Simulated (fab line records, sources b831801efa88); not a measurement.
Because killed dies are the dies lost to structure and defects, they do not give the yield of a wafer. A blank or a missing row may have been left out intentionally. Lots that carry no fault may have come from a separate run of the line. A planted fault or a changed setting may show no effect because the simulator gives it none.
8D (eight disciplines) problem report, filled in by code + flow sky130 + the parts of the form that need people (team, actions taken, sign-off) are left out

== 1. THE ISSUE ==
Mean METAL1_ALCU_RS at SKY_METAL1_RS_MEAS_05: 0.0688 ohm/sq over 2 wafers in 2 lots; fault-free wafers: 0.1270 ohm/sq, standard deviation 0.0014. Measured from the usual mean, that is -42 standard deviations.
The step: measures by four-point-probe.
The first sign was on wafer L973.6 at day 36 15:49, on film metro-02. At this step, 27 wafers from 9 lots have a number in the record. By rule, "out" or "out of limits" means more than 4 standard deviations away from the usual mean. Any other wafer with a number is counted as sound.

== 2. WHAT THIS IS AND IS NOT ==
| question                    | is                           | is not                                                                          |
|-----------------------------|------------------------------|---------------------------------------------------------------------------------|
| which readings at this step | METAL1_ALCU_RS               | -                                                                               |
| which lots                  | L973, L974                   | L962, L963, L966, L967, L969, L981, L982                                        |
| which wafers of those lots  | L973.6, L974.2               | L973.1, L973.5, L974.1, L974.6                                                  |
| read on which gauges        | film metro-02, film metro-04 | film metro-03                                                                   |
| when                        | from day 36 15:49            | up to then (17 sound wafers); but 8 sound wafers of L974, L981, L982 came after |

== 3. WHAT RULES OUT EACH SUSPECT ==
Counting: any tool at a process step up to the reading remains a suspect provided it ran every lot that is out. Sound lots after the first of them don't rule it out here, since some wafers of a struck lot are sound.
- the gauge at SKY_METAL1_RS_MEAS_05: ruled out. Those wafers that are out were read across 2 gauges (film metro-02, film metro-04).
- pvd sputter-04 at SKY_METAL1_SPUTTER_02 (material AlCu, target thk 250 nm, time 13.3 s): kept. It processed each lot that is out (first: L973, day 36 15:43); up to then, its last sound lot is L969 (day 35 17:28).
After counting, what remains is pvd sputter-04 at SKY_METAL1_SPUTTER_02.

== 4. THE CAUSE (what the simulator had put in) ==
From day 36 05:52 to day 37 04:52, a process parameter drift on pvd sputter-04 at SKY_METAL1_SPUTTER_02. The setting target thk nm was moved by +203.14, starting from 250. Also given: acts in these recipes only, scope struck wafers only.
Counting left only this tool.

== 5. THE CHAIN OF EFFECTS, in route order ==
Each row: a reading whose mean over the struck wafers that have a number lies more than 3 standard deviations from the usual. Only readings whose record carries a usual standard deviation are examined. hours: median over the lots of the time between each lot's start at the first step of this table that gives one and its start at this step. sigmas: the change, counted in usual standard deviations.
| hours | step                     | reading              | usual         | on struck wafers | change  | sigmas |
|-------|--------------------------|----------------------|---------------|------------------|---------|--------|
| 0     | SKY_METAL1_RS_MEAS_05    | METAL1_ALCU_RS       | 0.1270 ohm/sq | 0.0688           | -0.0582 | -42    |
| 0     | SKY_METAL1_THK_MEAS_06   | METAL1_ALCU_THK      | 254.0 nm      | 465.0            | +211.0  | +78    |
| 26    | SKY_METAL1_METAL_ETCH_19 | oes product au       | 0.853 a.u.    | 1.007            | +0.154  | +27    |
| 304   | SKY_PAD_OPEN_PROBE_99    | defect limited yield | 82.4 %        | 0.0              | -82.4   | -48    |
| 304   | SKY_PAD_OPEN_PROBE_99    | killed_at_M0_to_M3   | 44            | 460              | +416    | +60    |
| 304   | SKY_PAD_OPEN_PROBE_99    | killed dies          | 86            | 492              | +406    | +48    |
| 304   | SKY_PAD_OPEN_PROBE_99    | killed on rim        | 17            | 96               | +79     | +19    |
| 304   | SKY_PAD_OPEN_PROBE_99    | sort_bin_5_function  | 10.4 %        | 93.8             | +83.4   | +56    |
| 304   | SKY_PAD_OPEN_PROBE_99    | sort n pass          | 406           | 0                | -406    | -48    |
| 304   | SKY_PAD_OPEN_PROBE_99    | sort yield pct       | 82.4 %        | 0.0              | -82.4   | -48    |
Process steps it contains:
- SKY_METAL1_METAL_ETCH_19: etches the open film in Cl2/BCl3, stops on SiO2, target depth 360 nm, time 78 s.
- SKY_PAD_OPEN_PROBE_99

== 6. WHAT WOULD HAVE CAUGHT IT SOONER ==
Counted from the fault's start at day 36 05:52, it took 10 hours until the first out-of-limits reading at a measuring or inspecting step in this record, taken at day 36 15:49.
Tool readings at SKY_METAL1_SPUTTER_02 with a usual standard deviation given in the record: none out on any struck wafer, hence no alarm at a limit of 4 standard deviations on them.
Of the lots that are out (2), L974 began SKY_METAL1_SPUTTER_02 on pvd sputter-04 after day 36 15:49. Putting the tool on hold at that point would have spared it.
